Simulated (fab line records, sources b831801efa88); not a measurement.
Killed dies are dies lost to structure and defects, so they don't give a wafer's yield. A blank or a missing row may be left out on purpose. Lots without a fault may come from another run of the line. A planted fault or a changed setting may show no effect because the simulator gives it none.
Chamber matching | flow sky130 | SKY_VIA2_ETCH_15 on rie_diel-04: 4 sister chambers
The step etches SiO2 in C4F8/O2/Ar, stops on TiN, target depth 546 nm, time 84 s. 4 wafers are shown with their chamber, then 11 later ones without.

WAFERS WITH THEIR CHAMBER
wafer  | chamber | oes_product_au (a.u.)
L084.4 | 3       | 0.945
L090.2 | 2       | 0.945
L090.5 | 0       | 0.938
L091.1 | 1       | 0.933

WAFERS WITHOUT THEIR CHAMBER
wafer  | oes_product_au (a.u.)
L091.4 | 0.941
L091.5 | 0.948
L092.1 | 0.942
L092.3 | 0.938
L092.4 | 0.942
L093.1 | 0.939
L093.2 | 0.929
L093.6 | 0.936
L097.2 | 0.937
L097.5 | 0.941
L097.6 | 0.943

WHICH CHAMBER EACH WENT THROUGH
wafer  | from the rows above               | in truth
L091.4 | can't be placed: 0 or 2 or 3 or 1 | 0
L091.5 | can't be placed: 2 or 3           | 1
L092.1 | can't be placed: 2 or 3 or 0      | 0
L092.3 | can't be placed: 0 or 1           | 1
L092.4 | can't be placed: 2 or 3 or 0      | 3
L093.1 | can't be placed: 0 or 1 or 2 or 3 | 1
L093.2 | can't be placed: 1 or 0           | 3
L093.6 | can't be placed: 0 or 1           | 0
L097.2 | can't be placed: 0 or 1           | 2
L097.5 | can't be placed: 0 or 2 or 3 or 1 | 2
L097.6 | can't be placed: 2 or 3 or 0      | 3
Placed correctly: 0 of 11. Can't be placed from these rows: 11 (the true chamber is among the candidates in 8). Placed wrongly: 0.
How it was worked out, from the rows above alone: a wafer's distance from a chamber is the root of the sum, over the readings, of the square of ((its reading less the chamber's mean) divided by the reading's scatter). The wafer belongs to the nearest chamber; if the next one is less than 2 further off, it can't be placed. A chamber's mean is the mean of its shown wafers. The scatter: with one shown wafer a chamber, the root of the mean of the squares of how far each hidden wafer lies from its nearest shown one.
